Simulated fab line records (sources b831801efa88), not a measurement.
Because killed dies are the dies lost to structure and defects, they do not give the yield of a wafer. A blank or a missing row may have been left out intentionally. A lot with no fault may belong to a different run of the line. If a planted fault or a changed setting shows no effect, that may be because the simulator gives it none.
Chamber matching || flow sfqLine || SFQ_TRILAYER_I6_VIA_BARC_OPEN_VIA_ETCH_235 on rieDiel-04 has 4 sister chambers
The step etches BARC in O2, target depth 125 nm, time 41.7 s. 14 wafers are shown with their chamber, then 7 later ones without.

## EACH WAFER AND ITS CHAMBER
{"wafer": "L488.1", "chamber": 2, "drypumpMotorCurrentA (A)": 6.0, "biasW (W)": 79.82, "oesProductAu (a.u.)": 0.686}
{"wafer": "L488.4", "chamber": 3, "drypumpMotorCurrentA (A)": 5.4, "biasW (W)": 80.14, "oesProductAu (a.u.)": 0.687}
{"wafer": "L488.5", "chamber": 0, "drypumpMotorCurrentA (A)": 6.0, "biasW (W)": 80.33, "oesProductAu (a.u.)": 0.684}
{"wafer": "L490.1", "chamber": 0, "drypumpMotorCurrentA (A)": 6.0, "biasW (W)": 79.78, "oesProductAu (a.u.)": 0.684}
{"wafer": "L490.3", "chamber": 1, "drypumpMotorCurrentA (A)": 5.9, "biasW (W)": 79.91, "oesProductAu (a.u.)": 0.689}
{"wafer": "L490.4", "chamber": 1, "drypumpMotorCurrentA (A)": 6.0, "biasW (W)": 79.66, "oesProductAu (a.u.)": 0.681}
{"wafer": "L492.2", "chamber": 2, "drypumpMotorCurrentA (A)": 6.0, "biasW (W)": 80.59, "oesProductAu (a.u.)": 0.683}
{"wafer": "L492.4", "chamber": 3, "drypumpMotorCurrentA (A)": 5.4, "biasW (W)": 79.86, "oesProductAu (a.u.)": 0.682}
{"wafer": "L492.5", "chamber": 2, "drypumpMotorCurrentA (A)": 6.0, "biasW (W)": 80.02, "oesProductAu (a.u.)": 0.681}
{"wafer": "L494.1", "chamber": 3, "drypumpMotorCurrentA (A)": 5.4, "biasW (W)": 80.07, "oesProductAu (a.u.)": 0.676}
{"wafer": "L494.3", "chamber": 0, "drypumpMotorCurrentA (A)": 6.0, "biasW (W)": 80.12, "oesProductAu (a.u.)": 0.682}
{"wafer": "L494.5", "chamber": 3, "drypumpMotorCurrentA (A)": 5.3, "biasW (W)": 79.91, "oesProductAu (a.u.)": 0.690}
{"wafer": "L497.1", "chamber": 2, "drypumpMotorCurrentA (A)": 6.0, "biasW (W)": 80.28, "oesProductAu (a.u.)": 0.673}
{"wafer": "L497.4", "chamber": 3, "drypumpMotorCurrentA (A)": 5.3, "biasW (W)": 79.76, "oesProductAu (a.u.)": 0.680}

SIGNATURES (averages over the wafers above)
{"reading": "drypumpMotorCurrentA", "chamber 0": 6.000, "chamber 1": 5.950, "chamber 2": 6.000, "chamber 3": 5.360, "scatter within a chamber": 0.0412}
{"reading": "biasW", "chamber 0": 80.0767, "chamber 1": 79.7850, "chamber 2": 80.1775, "chamber 3": 79.9480, "scatter within a chamber": 0.248}
{"reading": "oesProductAu", "chamber 0": 0.68333, "chamber 1": 0.68500, "chamber 2": 0.68075, "chamber 3": 0.68300, "scatter within a chamber": 0.00501}
Rule: for each reading, subtract the chamber's mean from the wafer's reading, divide by that reading's scatter and square the result; add these up over the readings and take the root, which gives the wafer's distance from the chamber. If the next closest chamber is less than 2 further off than the closest, the wafer can't be placed; otherwise it belongs to the closest. The scatter is the square root of a quotient: the sum, over the shown wafers, of each reading's squared deviation from its chamber's mean, divided by wafers minus chambers.

## WAFERS WITHOUT THEIR CHAMBER
{"wafer": "L497.6", "drypumpMotorCurrentA (A)": 5.3, "biasW (W)": 79.94, "oesProductAu (a.u.)": 0.686}
{"wafer": "L499.2", "drypumpMotorCurrentA (A)": 6.0, "biasW (W)": 79.84, "oesProductAu (a.u.)": 0.682}
{"wafer": "L499.3", "drypumpMotorCurrentA (A)": 6.0, "biasW (W)": 80.00, "oesProductAu (a.u.)": 0.683}
{"wafer": "L499.5", "drypumpMotorCurrentA (A)": 5.9, "biasW (W)": 79.61, "oesProductAu (a.u.)": 0.687}
{"wafer": "L507.2", "drypumpMotorCurrentA (A)": 5.4, "biasW (W)": 80.40, "oesProductAu (a.u.)": 0.676}
{"wafer": "L507.3", "drypumpMotorCurrentA (A)": 6.0, "biasW (W)": 80.28, "oesProductAu (a.u.)": 0.682}
{"wafer": "L507.5", "drypumpMotorCurrentA (A)": 6.0, "biasW (W)": 79.74, "oesProductAu (a.u.)": 0.678}

## EACH ONE'S CHAMBER
{"wafer": "L497.6", "from the rows above": 3, "in truth": 3}
{"wafer": "L499.2", "from the rows above": "can't be placed: 0 or 1 or 2", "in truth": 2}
{"wafer": "L499.3", "from the rows above": "can't be placed: 0 or 2 or 1", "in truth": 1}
{"wafer": "L499.5", "from the rows above": "can't be placed: 1 or 0", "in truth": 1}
{"wafer": "L507.2", "from the rows above": 3, "in truth": 3}
{"wafer": "L507.3", "from the rows above": "can't be placed: 2 or 0 or 1", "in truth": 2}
{"wafer": "L507.5", "from the rows above": "can't be placed: 0 or 2 or 1", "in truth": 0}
Placed correctly: 2 of 7. Cannot be placed on the basis of these rows: 5; the candidates contain the true chamber in 5. 0 placed wrongly.
